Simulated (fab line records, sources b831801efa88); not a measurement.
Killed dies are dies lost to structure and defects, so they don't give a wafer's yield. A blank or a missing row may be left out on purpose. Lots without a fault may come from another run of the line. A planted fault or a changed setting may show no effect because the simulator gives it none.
Which tool did it? | flow sky130 | 24 lots, 72 wafers sampled, at 6 steps of a route of 708

WHAT THE GAUGES READ, wafer by wafer
SKY_VIA1_BOW_MEAS_03. Usual: VIA1_BOW 79 um, standard deviation 7.5.
lot  | measured     | on            | VIA1_BOW (um) | flag
L074 | day 32 19:42 | film_metro-03 | 82 92 79      |
L075 | day 33 03:22 | film_metro-03 | 76 76 82      |
L076 | day 34 11:34 | film_metro-03 | 78 74 66      |
L077 | day 34 14:58 | film_metro-03 | 96 84 88      |
L079 | day 34 17:27 | film_metro-03 | 83 84 81      |
L080 | day 34 18:31 | film_metro-02 | 89 73 76      |
L078 | day 34 18:23 | film_metro-03 | 75 84 74      |
L081 | day 34 22:37 | film_metro-03 | 86 89 83      |
L082 | day 35 10:16 | film_metro-02 | 82 86 81      |
L083 | day 35 19:20 | film_metro-02 | 85 89 71      |
L085 | day 36 07:22 | film_metro-02 | 81 75 78      |
L084 | day 36 08:07 | film_metro-03 | 67 77 93      |
L086 | day 36 20:28 | film_metro-03 | 74 71 68      |
L089 | day 38 02:23 | film_metro-01 | 78 74 75      |
L087 | day 38 03:29 | film_metro-01 | 82 78 80      |
L088 | day 38 03:59 | film_metro-02 | 83 70 80      |
L090 | day 38 06:28 | film_metro-01 | 83 85 91      |
L091 | day 38 09:29 | film_metro-03 | 74 85 76      |
L092 | day 38 12:54 | film_metro-03 | 62 72 70      |
L093 | day 38 15:20 | film_metro-01 | 77 83 73      |
L094 | day 39 05:30 | film_metro-02 | 68 87 84      |
L095 | day 39 09:47 | film_metro-03 | 83 86 85      |
L096 | day 39 13:14 | film_metro-02 | 82 89 82      |
L097 | day 39 17:38 | film_metro-01 | 85 67 85      |

SKY_VIA1_RS_MEAS_22: measures by four-point-probe. Usual: VIA1_W_RS 0.425 ohm/sq, standard deviation 0.0045.
lot  | measured     | on            | VIA1_W_RS (ohm/sq) | flag
L074 | day 33 23:36 | film_metro-02 | 0.421 0.421 0.418  |
L075 | day 34 06:54 | film_metro-03 | 0.427 0.430 0.425  |
L076 | day 35 15:31 | film_metro-02 | 0.430 0.432 0.432  |
L077 | day 35 18:19 | film_metro-02 | 0.428 0.426 0.426  |
L079 | day 35 20:29 | film_metro-03 | 0.424 0.423 0.424  |
L080 | day 35 22:10 | film_metro-01 | 0.435 0.433 0.425  |
L078 | day 35 20:52 | film_metro-03 | 0.436 0.434 0.426  |
L081 | day 36 02:47 | film_metro-03 | 0.424 0.428 0.427  |
L082 | day 36 13:48 | film_metro-01 | 0.424 0.421 0.426  |
L083 | day 36 22:04 | film_metro-03 | 0.430 0.423 0.430  |
L085 | day 37 09:42 | film_metro-03 | 0.431 0.424 0.425  |
L084 | day 37 10:54 | film_metro-03 | 0.422 0.420 0.420  |
L086 | day 37 23:23 | film_metro-02 | 0.430 0.429 0.419  |
L089 | day 39 04:47 | film_metro-03 | 0.427 0.428 0.422  |
L087 | day 39 05:43 | film_metro-01 | 0.425 0.421 0.421  |
L088 | day 39 06:11 | film_metro-03 | 0.429 0.423 0.423  |
L090 | day 39 08:44 | film_metro-02 | 0.423 0.423 0.421  |
L091 | day 39 10:47 | film_metro-03 | 0.425 0.425 0.420  |
L092 | day 39 13:47 | film_metro-01 | 0.427 0.427 0.429  |
L093 | day 39 15:23 | film_metro-02 | 0.431 0.429 0.434  |
L094 | day 40 06:41 | film_metro-02 | 0.422 0.422 0.425  |
L095 | day 40 11:27 | film_metro-02 | 0.428 0.425 0.428  |
L096 | day 40 15:04 | film_metro-01 | 0.423 0.420 0.424  |
L097 | day 40 18:23 | film_metro-01 | 0.418 0.421 0.419  |

SKY_METAL2_OVL_MEAS_16. Usual: METAL2_OVL 2 nm, standard deviation 6.5.
lot  | measured     | on         | METAL2_OVL (nm) | flag
L074 | day 35 03:35 | overlay-01 | 6 3 2           |
L075 | day 35 10:59 | overlay-01 | 0 6 5           |
L076 | day 36 18:13 | overlay-02 | 11 10 14        |
L077 | day 36 20:20 | overlay-02 | -3 -1 -4        |
L079 | day 36 23:08 | overlay-02 | -4 2 3          |
L080 | day 37 00:07 | overlay-02 | -2 -5 2         |
L078 | day 36 23:46 | overlay-01 | -9 -2 -5        |
L081 | day 37 05:32 | overlay-02 | 7 -1 -5         |
L082 | day 37 20:25 | overlay-01 | 0 6 -2          |
L083 | day 38 00:47 | overlay-01 | -8 -2 -2        |
L085 | day 38 11:56 | overlay-02 | -5 -7 1         |
L084 | day 38 12:56 | overlay-02 | -5 -2 -4        |
L086 | day 39 01:14 | overlay-01 | 6 -1 4          |
L089 | day 40 07:32 | overlay-02 | -7 -5 -1        |
L087 | day 40 08:32 | overlay-01 | 6 1 7           |
L088 | day 40 08:53 | overlay-02 | -8 -3 -8        |
L090 | day 40 10:29 | overlay-01 | 14 7 7          |
L091 | day 40 11:59 | overlay-02 | -1 -2 -5        |
L092 | day 40 14:26 | overlay-02 | 3 -4 4          |
L093 | day 40 16:45 | overlay-01 | 15 17 20        |
L094 | day 41 07:23 | overlay-02 | 3 9 5           |
L095 | day 41 12:59 | overlay-01 | 5 3 1           |
L096 | day 41 16:31 | overlay-02 | 8 -1 11         |
L097 | day 41 19:34 | overlay-01 | 3 10 12         |

WHICH TOOL RAN EACH LOT (tool, then ch and the chambers of the sampled wafers, then the start)
lot  | SKY_LI_CONTACT_CMP_02         | SKY_VIA1_STRIP_16                    | SKY_VIA1_SPUTTER_20
L074 | cmp-02 ch 0,3, day 27 21:37   | plasma_asher-01 ch 0,1, day 33 22:25 | pvd_sputter-01, day 33 23:26
L075 | cmp-01 ch 1,2,3, day 28 07:27 | plasma_asher-03 ch 0,1, day 34 06:08 | pvd_sputter-04, day 34 06:44
L076 | cmp-02 ch 0,2, day 29 15:51   | plasma_asher-02 ch 0,1, day 35 14:45 | pvd_sputter-01, day 35 15:22
L077 | cmp-02 ch 0,2,3, day 29 19:19 | plasma_asher-01 ch 0,1, day 35 17:33 | pvd_sputter-03, day 35 18:08
L079 | cmp-01 ch 0,1,2, day 29 20:33 | plasma_asher-02 ch 0,1, day 35 19:44 | pvd_sputter-04, day 35 20:20
L080 | cmp-02 ch 0,2, day 29 20:40   | plasma_asher-02 ch 0,1, day 35 21:20 | pvd_sputter-04, day 35 22:01
L078 | cmp-01 ch 1,2,3, day 29 20:48 | plasma_asher-01 ch 0,1, day 35 20:05 | pvd_sputter-03, day 35 20:43
L081 | cmp-02 ch 1,2,3, day 30 03:48 | plasma_asher-02 ch 0,1, day 36 01:41 | pvd_sputter-04, day 36 02:38
L082 | cmp-02 ch 0,1,3, day 30 14:44 | plasma_asher-02 ch 0,1, day 36 13:03 | pvd_sputter-04, day 36 13:38
L083 | cmp-01 ch 0,3, day 30 23:24   | plasma_asher-02 ch 0,1, day 36 21:19 | pvd_sputter-01, day 36 21:54
L085 | cmp-01 ch 1,2,3, day 31 12:06 | plasma_asher-03 ch 0,1, day 37 08:49 | pvd_sputter-03, day 37 09:29
L084 | cmp-02 ch 0,1, day 31 12:19   | plasma_asher-03 ch 0,1, day 37 10:03 | pvd_sputter-01, day 37 10:45
L086 | cmp-01 ch 0,1,2, day 32 01:49 | plasma_asher-02 ch 0,1, day 37 22:36 | pvd_sputter-03, day 37 23:14
L089 | cmp-02 ch 0,1,3, day 33 11:08 | plasma_asher-02 ch 0,1, day 39 03:57 | pvd_sputter-01, day 39 04:37
L087 | cmp-01 ch 1,2,3, day 33 11:23 | plasma_asher-03 ch 0,1, day 39 04:54 | pvd_sputter-03, day 39 05:33
L088 | cmp-02 ch 0,1,2, day 33 13:12 | plasma_asher-02 ch 0,1, day 39 05:22 | pvd_sputter-04, day 39 06:00
L090 | cmp-02 ch 0,2,3, day 33 14:30 | plasma_asher-02 ch 0,1, day 39 07:58 | pvd_sputter-03, day 39 08:34
L091 | cmp-01 ch 0,1,3, day 33 17:05 | plasma_asher-01 ch 0,1, day 39 10:01 | pvd_sputter-01, day 39 10:35
L092 | cmp-01 ch 1,3, day 33 21:02   | plasma_asher-01 ch 0,1, day 39 13:02 | pvd_sputter-01, day 39 13:36
L093 | cmp-01 ch 1,3, day 34 00:22   | plasma_asher-03 ch 0,1, day 39 14:34 | pvd_sputter-04, day 39 15:11
L094 | cmp-02 ch 1,3, day 34 08:56   | plasma_asher-03 ch 0,1, day 40 05:50 | pvd_sputter-04, day 40 06:31
L095 | cmp-02 ch 2,3, day 34 19:28   | plasma_asher-02 ch 0,1, day 40 10:41 | pvd_sputter-03, day 40 11:17
L096 | cmp-02 ch 0,1,2, day 35 01:39 | plasma_asher-01 ch 0,1, day 40 13:53 | pvd_sputter-04, day 40 14:51
L097 | cmp-02 ch 0,1,2, day 35 05:44 | plasma_asher-02 ch 0,1, day 40 17:38 | pvd_sputter-03, day 40 18:14
- SKY_LI_CONTACT_CMP_02: polishes PSG.
- SKY_VIA1_STRIP_16: strips in O2/N2.
- SKY_VIA1_SPUTTER_20: material TiN, target thk 20 nm, time 80 s.

WHAT THE TOOLS THEMSELVES READ (means of the sampled wafers that have a number; where no wafer has one, the mark that the record gives instead)
SKY_LI_CONTACT_CMP_02. Usual: motor_current_A 11.9 A, standard deviation 1.5; time_to_endpoint_s 32.3 s, standard deviation 2.3.
lot  | tool   | motor_current_A (A) | time_to_endpoint_s (s) | flag
L074 | cmp-02 | 11.5                | 30.5                   |
L075 | cmp-01 | 12.7                | 31.1                   |
L076 | cmp-02 | 11.6                | 31.7                   |
L077 | cmp-02 | 12.0                | 36.8                   |
L079 | cmp-01 | 13.6                | 31.1                   |
L080 | cmp-02 | 11.9                | 34.4                   |
L078 | cmp-01 | 12.4                | 30.2                   |
L081 | cmp-02 | 10.7                | 35.1                   |
L082 | cmp-02 | 10.8                | 32.4                   |
L083 | cmp-01 | 12.7                | 33.0                   |
L085 | cmp-01 | 12.4                | 33.2                   |
L084 | cmp-02 | 11.3                | 34.7                   |
L086 | cmp-01 | 13.3                | 30.5                   |
L089 | cmp-02 | 10.8                | 33.3                   |
L087 | cmp-01 | 12.6                | 30.9                   |
L088 | cmp-02 | 11.1                | 29.9                   |
L090 | cmp-02 | 11.6                | 34.3                   |
L091 | cmp-01 | 13.1                | 33.1                   |
L092 | cmp-01 | 12.9                | 31.3                   |
L093 | cmp-01 | 12.2                | 34.0                   |
L094 | cmp-02 | 10.7                | 34.3                   |
L095 | cmp-02 | 11.9                | 30.3                   |
L096 | cmp-02 | 11.2                | 30.9                   |
L097 | cmp-02 | 11.1                | 32.4                   |

SKY_VIA1_STRIP_16. Usual: chamber_pressure_mTorr 1499.9 mTorr, standard deviation 1.5; drypump_motor_current_A 5.6 A, standard deviation 0.37; oes_product_au 0.413 a.u., standard deviation 0.0047; strip_time_to_endpoint_s 4.381 s, standard deviation 0.02.
lot  | tool            | chamber_pressure_mTorr (mTorr) | drypump_motor_current_A (A) | oes_product_au (a.u.) | strip_time_to_endpoint_s (s) | flag
L074 | plasma_asher-01 | 1500.1                         | 5.1                         | 0.415                 | 4.396                        |
L075 | plasma_asher-03 | 1500.2                         | 5.7                         | 0.412                 | 4.358                        |
L076 | plasma_asher-02 | 1499.9                         | 5.9                         | 0.418                 | 4.399                        |
L077 | plasma_asher-01 | 1499.2                         | 5.2                         | 0.411                 | 4.374                        |
L079 | plasma_asher-02 | 1500.3                         | 6.0                         | 0.415                 | 4.392                        |
L080 | plasma_asher-02 | 1500.4                         | 5.8                         | 0.414                 | 4.396                        |
L078 | plasma_asher-01 | 1500.8                         | 5.1                         | 0.410                 | 4.343                        |
L081 | plasma_asher-02 | 1499.9                         | 5.8                         | 0.411                 | 4.366                        |
L082 | plasma_asher-02 | 1500.7                         | 5.8                         | 0.408                 | 4.387                        |
L083 | plasma_asher-02 | 1499.0                         | 5.9                         | 0.412                 | 4.369                        |
L085 | plasma_asher-03 | 1499.8                         | 5.7                         | 0.412                 | 4.372                        |
L084 | plasma_asher-03 | 1499.3                         | 5.7                         | 0.410                 | 4.351                        |
L086 | plasma_asher-02 | 1499.6                         | 6.0                         | 0.414                 | 4.409                        |
L089 | plasma_asher-02 | 1500.4                         | 6.0                         | 0.417                 | 4.383                        |
L087 | plasma_asher-03 | 1499.1                         | 5.5                         | 0.412                 | 4.388                        |
L088 | plasma_asher-02 | 1499.5                         | 5.9                         | 0.414                 | 4.385                        |
L090 | plasma_asher-02 | 1500.4                         | 5.8                         | 0.412                 | 4.375                        |
L091 | plasma_asher-01 | 1499.8                         | 5.1                         | 0.416                 | 4.374                        |
L092 | plasma_asher-01 | 1498.5                         | 5.1                         | 0.414                 | 4.392                        |
L093 | plasma_asher-03 | 1500.3                         | 5.7                         | 0.413                 | 4.378                        |
L094 | plasma_asher-03 | 1500.4                         | 5.7                         | 0.409                 | 4.397                        |
L095 | plasma_asher-02 | 1498.5                         | 5.8                         | 0.415                 | 4.393                        |
L096 | plasma_asher-01 | 1499.8                         | 5.1                         | 0.410                 | 4.359                        |
L097 | plasma_asher-02 | 1499.1                         | 5.8                         | 0.413                 | 4.394                        |

SKY_VIA1_SPUTTER_20. Usual: throttle_valve_pct 30.0 %, standard deviation 0.89.
lot  | tool           | throttle_valve_pct (%) | flag
L074 | pvd_sputter-01 | 29.2                   |
L075 | pvd_sputter-04 | 29.2                   |
L076 | pvd_sputter-01 | 30.4                   |
L077 | pvd_sputter-03 | 31.7                   |
L079 | pvd_sputter-04 | 29.3                   |
L080 | pvd_sputter-04 | 29.5                   |
L078 | pvd_sputter-03 | 30.9                   |
L081 | pvd_sputter-04 | 29.6                   |
L082 | pvd_sputter-04 | 29.6                   |
L083 | pvd_sputter-01 | 29.5                   |
L085 | pvd_sputter-03 | 30.2                   |
L084 | pvd_sputter-01 | 29.7                   |
L086 | pvd_sputter-03 | 31.2                   |
L089 | pvd_sputter-01 | 29.8                   |
L087 | pvd_sputter-03 | 30.3                   |
L088 | pvd_sputter-04 | 29.4                   |
L090 | pvd_sputter-03 | 30.3                   |
L091 | pvd_sputter-01 | 30.4                   |
L092 | pvd_sputter-01 | 29.9                   |
L093 | pvd_sputter-04 | 29.5                   |
L094 | pvd_sputter-04 | 29.7                   |
L095 | pvd_sputter-03 | 30.3                   |
L096 | pvd_sputter-04 | 29.8                   |
L097 | pvd_sputter-03 | 31.0                   |

THE ANSWER, worked out from the rows above alone
Rule: a lot is off if the mean of its wafers that have a number lies more than 3 standard deviations from the usual mean. A lot without any number at a reading at which 4 lots or more have one is off too. The other lots that the step has rows for count as sound. The gauges are gone through in route order, then the tools' own readings, and for those a lot's mean is taken as printed above. The first step at which some lot is off is used, and at that step the reading that is off furthest; a lot without a number counts as furthest.
No lot is off at any reading shown: from this, nothing can be told.

WHAT THE SIMULATOR HAD PUT IN
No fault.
